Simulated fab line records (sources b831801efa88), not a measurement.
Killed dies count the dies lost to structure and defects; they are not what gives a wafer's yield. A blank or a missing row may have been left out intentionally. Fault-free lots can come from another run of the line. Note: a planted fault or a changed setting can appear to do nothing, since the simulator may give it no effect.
What tool caused it? :: flow sky130 :: 11 lots, 33 wafers sampled, at 4 steps of a route of 708

== WHAT THE GAUGES SHOWED, per wafer ==
SKY_LOCAL_INTERCONNECT_THK_MEAS_02: measures by xrf.
lot: L814
measured: day 30 00:25
on: filmMetro-04
LOCAL_INTERCONNECT_TIN_THK (nm): 100.8 100.7 101.0

lot: L813
measured: day 30 04:01
on: filmMetro-03
LOCAL_INTERCONNECT_TIN_THK (nm): 98.1 99.1 100.7

lot: L816
measured: day 30 09:05
on: filmMetro-04
LOCAL_INTERCONNECT_TIN_THK (nm): 99.7 100.3 98.2

lot: L817
measured: day 31 00:09
on: filmMetro-03
LOCAL_INTERCONNECT_TIN_THK (nm): 99.0 99.6 101.2

lot: L821
measured: day 32 12:58
on: filmMetro-03
LOCAL_INTERCONNECT_TIN_THK (nm): 99.5 99.3 98.8

lot: L823
measured: day 33 07:36
on: filmMetro-04
LOCAL_INTERCONNECT_TIN_THK (nm): 98.7 98.0 97.0

lot: L831
measured: day 35 21:13
on: filmMetro-01
LOCAL_INTERCONNECT_TIN_THK (nm): 101.7 99.8 99.0

lot: L833
measured: day 35 21:55
on: filmMetro-03
LOCAL_INTERCONNECT_TIN_THK (nm): 99.6 100.6 99.3

lot: L832
measured: day 36 07:52
on: filmMetro-01
LOCAL_INTERCONNECT_TIN_THK (nm): 99.6 100.2 99.7

lot: L834
measured: day 36 13:52
on: filmMetro-04
LOCAL_INTERCONNECT_TIN_THK (nm): 102.0 99.6 101.1

lot: L835
measured: day 36 17:44
on: filmMetro-03
LOCAL_INTERCONNECT_TIN_THK (nm): 97.8 99.6 97.4

SKY_CONTACT_BOW_MEAS_05.
lot: L814
measured: day 31 05:13
on: filmMetro-04
CONTACT_BOW (um): 74 61 77

lot: L813
measured: day 31 08:27
on: filmMetro-02
CONTACT_BOW (um): 85 79 95

lot: L816
measured: day 31 13:28
on: filmMetro-04
CONTACT_BOW (um): 83 91 78

lot: L817
measured: day 32 05:01
on: filmMetro-03
CONTACT_BOW (um): 90 88 81

lot: L821
measured: day 33 17:44
on: filmMetro-04
CONTACT_BOW (um): 72 78 73

lot: L823
measured: day 34 11:12
on: filmMetro-02
CONTACT_BOW (um): 99 83 81

lot: L831
measured: day 37 00:43
on: filmMetro-04
CONTACT_BOW (um): 73 80 72

lot: L833
measured: day 37 01:31
on: filmMetro-02
CONTACT_BOW (um): 79 77 74

lot: L832
measured: day 37 11:58
on: filmMetro-02
CONTACT_BOW (um): 85 95 74

lot: L834
measured: day 37 17:35
on: filmMetro-02
CONTACT_BOW (um): 81 79 93

lot: L835
measured: day 37 21:22
on: filmMetro-03
CONTACT_BOW (um): 79 76 75

== WHICH TOOL RAN EACH LOT (tool, then ch and the chambers of the sampled wafers, then the start) ==
lot: L814
SKY_LOCAL_INTERCONNECT_ETCH_13: rieMetal-03 ch 0,1, day 31 03:59
SKY_CONTACT_CMP_04: cmp-01 ch 1,2,3, day 31 04:55

lot: L813
SKY_LOCAL_INTERCONNECT_ETCH_13: rieMetal-03 ch 0, day 31 07:05
SKY_CONTACT_CMP_04: cmp-01 ch 0,1,2, day 31 08:15

lot: L816
SKY_LOCAL_INTERCONNECT_ETCH_13: rieMetal-02 ch 0,1, day 31 12:14
SKY_CONTACT_CMP_04: cmp-02 ch 0,1,3, day 31 13:13

lot: L817
SKY_LOCAL_INTERCONNECT_ETCH_13: rieMetal-02 ch 0,1, day 32 03:47
SKY_CONTACT_CMP_04: cmp-01 ch 1,2,3, day 32 04:46

lot: L821
SKY_LOCAL_INTERCONNECT_ETCH_13: rieMetal-02 ch 0,1, day 33 16:26
SKY_CONTACT_CMP_04: cmp-02 ch 1,2, day 33 17:25

lot: L823
SKY_LOCAL_INTERCONNECT_ETCH_13: rieMetal-02 ch 0,1, day 34 09:57
SKY_CONTACT_CMP_04: cmp-01 ch 0,1,2, day 34 11:01

lot: L831
SKY_LOCAL_INTERCONNECT_ETCH_13: rieMetal-01 ch 0,1, day 36 23:29
SKY_CONTACT_CMP_04: cmp-01 ch 0,1,3, day 37 00:31

lot: L833
SKY_LOCAL_INTERCONNECT_ETCH_13: rieMetal-03 ch 0, day 37 00:11
SKY_CONTACT_CMP_04: cmp-01 ch 1,3, day 37 01:16

lot: L832
SKY_LOCAL_INTERCONNECT_ETCH_13: rieMetal-02 ch 0,1, day 37 10:44
SKY_CONTACT_CMP_04: cmp-02 ch 1,2, day 37 11:40

lot: L834
SKY_LOCAL_INTERCONNECT_ETCH_13: rieMetal-03 ch 0, day 37 16:12
SKY_CONTACT_CMP_04: cmp-02 ch 0,1,2, day 37 17:22

lot: L835
SKY_LOCAL_INTERCONNECT_ETCH_13: rieMetal-03 ch 0, day 37 20:00
SKY_CONTACT_CMP_04: cmp-01 ch 0,1,3, day 37 21:02
- SKY_LOCAL_INTERCONNECT_ETCH_13: etches BARC in N2/H2, stops on SiO2, time 45.9 s, target depth 60 nm.
- SKY_CONTACT_CMP_04: polishes SiO2.

== WHAT THE TOOLS THEMSELVES READ (means of the sampled wafers that have a number; where no wafer has one, the mark that the record gives instead) ==
SKY_LOCAL_INTERCONNECT_ETCH_13.
lot: L814
tool: rieMetal-03
drypumpMotorCurrentA (A): 5.9
oesProductAu (a.u.): 0.852
throttleValvePct (%): 13.219

lot: L813
tool: rieMetal-03
drypumpMotorCurrentA (A): 6.8
oesProductAu (a.u.): 0.854
throttleValvePct (%): 13.228

lot: L816
tool: rieMetal-02
drypumpMotorCurrentA (A): 5.3
oesProductAu (a.u.): 0.860
throttleValvePct (%): 13.220

lot: L817
tool: rieMetal-02
drypumpMotorCurrentA (A): 5.3
oesProductAu (a.u.): 0.853
throttleValvePct (%): 13.219

lot: L821
tool: rieMetal-02
drypumpMotorCurrentA (A): 5.5
oesProductAu (a.u.): 0.858
throttleValvePct (%): 13.218

lot: L823
tool: rieMetal-02
drypumpMotorCurrentA (A): 5.3
oesProductAu (a.u.): 0.857
throttleValvePct (%): 13.234

lot: L831
tool: rieMetal-01
drypumpMotorCurrentA (A): 5.6
oesProductAu (a.u.): 0.858
throttleValvePct (%): 13.217

lot: L833
tool: rieMetal-03
drypumpMotorCurrentA (A): 6.8
oesProductAu (a.u.): 0.856
throttleValvePct (%): 13.232

lot: L832
tool: rieMetal-02
drypumpMotorCurrentA (A): 5.5
oesProductAu (a.u.): 0.855
throttleValvePct (%): 13.223

lot: L834
tool: rieMetal-03
drypumpMotorCurrentA (A): 6.8
oesProductAu (a.u.): 0.857
throttleValvePct (%): 13.231

lot: L835
tool: rieMetal-03
drypumpMotorCurrentA (A): 6.8
oesProductAu (a.u.): 0.855
throttleValvePct (%): 13.229

SKY_CONTACT_CMP_04.
lot: L814
tool: cmp-01
headPressurePsi (psi): 4.007
motorCurrentA (A): 11.4
timeToEndpointS (s): 83

lot: L813
tool: cmp-01
headPressurePsi (psi): 4.003
motorCurrentA (A): 12.4
timeToEndpointS (s): 84

lot: L816
tool: cmp-02
headPressurePsi (psi): 4.002
motorCurrentA (A): 12.1
timeToEndpointS (s): 77

lot: L817
tool: cmp-01
headPressurePsi (psi): 4.001
motorCurrentA (A): 11.4
timeToEndpointS (s): 82

lot: L821
tool: cmp-02
headPressurePsi (psi): 3.994
motorCurrentA (A): 10.7
timeToEndpointS (s): 86

lot: L823
tool: cmp-01
headPressurePsi (psi): 3.187
motorCurrentA (A): 10.6
timeToEndpointS (s): 93

lot: L831
tool: cmp-01
headPressurePsi (psi): 3.994
motorCurrentA (A): 11.5
timeToEndpointS (s): 77

lot: L833
tool: cmp-01
headPressurePsi (psi): 3.993
motorCurrentA (A): 11.7
timeToEndpointS (s): 84

lot: L832
tool: cmp-02
headPressurePsi (psi): 4.004
motorCurrentA (A): 10.6
timeToEndpointS (s): 85

lot: L834
tool: cmp-02
headPressurePsi (psi): 4.001
motorCurrentA (A): 11.0
timeToEndpointS (s): 83

lot: L835
tool: cmp-01
headPressurePsi (psi): 4.010
motorCurrentA (A): 11.8
timeToEndpointS (s): 85

== THE ANSWER, worked out from the rows above alone ==
Rule: the usual values come from the lots themselves. Put in order of their means at a reading, lots are off if they are a third of the lots or fewer, leave a main group of 4 or more, and stand apart from it by a gap of 3 or more times the standard deviation of the main group's means; of several such gaps the widest counts. A main group is skipped when, at the precision printed for the reading in the tables above, its means are all equal. Also off: a lot with no number at a reading for which 4 or more lots have one. Any other lot the step has rows for is counted as sound. After the gauges, taken in route order, come the tools' own readings; for these a lot's mean is taken, as printed above. At the first step where some lot is off, the reading lying furthest off is the one used; lots without a number count as furthest.
Off: L823 (SKY_CONTACT_CMP_04, headPressurePsi). The main group: mean 4.001 psi, standard deviation 0.0054.
A tool fits if, at that step or a process step before it, it ran every lot that is off, and no sound lot after the first of them. None of those tried fits.

== WHAT THE SIMULATOR HAD INSERTED ==
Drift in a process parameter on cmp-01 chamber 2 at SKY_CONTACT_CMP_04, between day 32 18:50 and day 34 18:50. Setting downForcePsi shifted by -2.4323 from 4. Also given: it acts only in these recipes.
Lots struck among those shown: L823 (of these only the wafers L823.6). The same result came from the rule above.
